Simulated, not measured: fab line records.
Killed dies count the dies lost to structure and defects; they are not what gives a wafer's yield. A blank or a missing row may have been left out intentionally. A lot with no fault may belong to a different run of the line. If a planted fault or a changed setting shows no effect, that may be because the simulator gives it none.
2 desks looking at one fault || flow sfq line || each desk has only its own numbers; what lay behind them comes last

== TOOL OWNER'S DESK, cmp-02 ==
The tool's own readings at SFQ_TRILAYER_I7_CMP_CMP_184 (polishes SiO2): means of the sampled wafers that have a number, for each lot that ran on this tool. If a lot's mean is further than 4 standard deviations from the usual mean, the lot is out of limits and carries the mark OUT (the distance appears in the brackets).
Columns: A = motor current A at SFQ_TRILAYER_I7_CMP_CMP_184, usual 10.6 A; B = time to endpoint s at SFQ_TRILAYER_I7_CMP_CMP_184, usual 219 s
{"lot": "L617", "first seen here": "day 74 11:10", "A": 10.6, "B": 225}
{"lot": "L618", "first seen here": "day 75 03:46", "A": 12.4, "B": 205}
{"lot": "L620", "first seen here": "day 75 12:07", "A": 11.7, "B": 221}
{"lot": "L623", "first seen here": "day 76 00:49", "A": 11.0, "B": 217}
{"lot": "L626", "first seen here": "day 76 06:49", "A": 10.8, "B": 211}
{"lot": "L634", "first seen here": "day 81 06:51", "A": 10.5, "B": 231}
{"lot": "L636", "first seen here": "day 83 09:58", "A": 11.4, "B": 217}
{"lot": "L639", "first seen here": "day 83 20:59", "A": 10.6, "B": 216}
{"lot": "L640", "first seen here": "day 83 23:59", "A": 11.2, "B": 215}
This desk's finding: nothing out of limits on any of the 9 lots.

== METROLOGY DESK ==
Means of the sampled wafers that have a number, per lot and without regard to the tool the lot ran on: this is what the gauges read. If a lot's mean is further than 4 standard deviations from the usual mean, the lot is out of limits and carries the mark OUT (the distance appears in the brackets).
Columns: A = C5_OVL at SFQ_C5_OVL_MEAS_937, usual 4 nm; B = M7_NB_RS at SFQ_M7_RS_MEAS_943, usual 0.892 ohm/sq
{"lot": "L617", "first seen here": "day 65 07:55", "A": 4, "B": 0.890}
{"lot": "L618", "first seen here": "day 70 11:26", "A": 3, "B": 0.890}
{"lot": "L619", "first seen here": "day 70 13:50", "A": 1, "B": 0.895}
{"lot": "L620", "first seen here": "day 70 16:14", "A": 15, "B": 0.899}
{"lot": "L622", "first seen here": "day 70 22:14", "A": 6, "B": 0.890}
{"lot": "L623", "first seen here": "day 71 00:38", "A": 11, "B": 0.894}
{"lot": "L626", "first seen here": "day 71 09:02", "A": 5, "B": 0.887}
{"lot": "L633", "first seen here": "day 72 15:44", "A": 2, "B": 0.888}
{"lot": "L634", "first seen here": "day 72 21:43", "A": 3, "B": 0.887}
{"lot": "L636", "first seen here": "day 73 08:53", "A": -7, "B": 0.886}
{"lot": "L638", "first seen here": "day 73 14:53", "A": 4, "B": 0.903}
{"lot": "L639", "first seen here": "day 73 16:13", "A": 10, "B": 0.903}
{"lot": "L640", "first seen here": "day 73 17:25", "A": 1, "B": 0.892}
This desk's finding: nothing out of limits on any of the 13 lots.

== TAKEN TOGETHER ==
The tool owner's desk saw nothing out of limits.
Nothing out of limits was seen by the metrology desk.

== WHAT THE SIMULATOR PUT IN ==
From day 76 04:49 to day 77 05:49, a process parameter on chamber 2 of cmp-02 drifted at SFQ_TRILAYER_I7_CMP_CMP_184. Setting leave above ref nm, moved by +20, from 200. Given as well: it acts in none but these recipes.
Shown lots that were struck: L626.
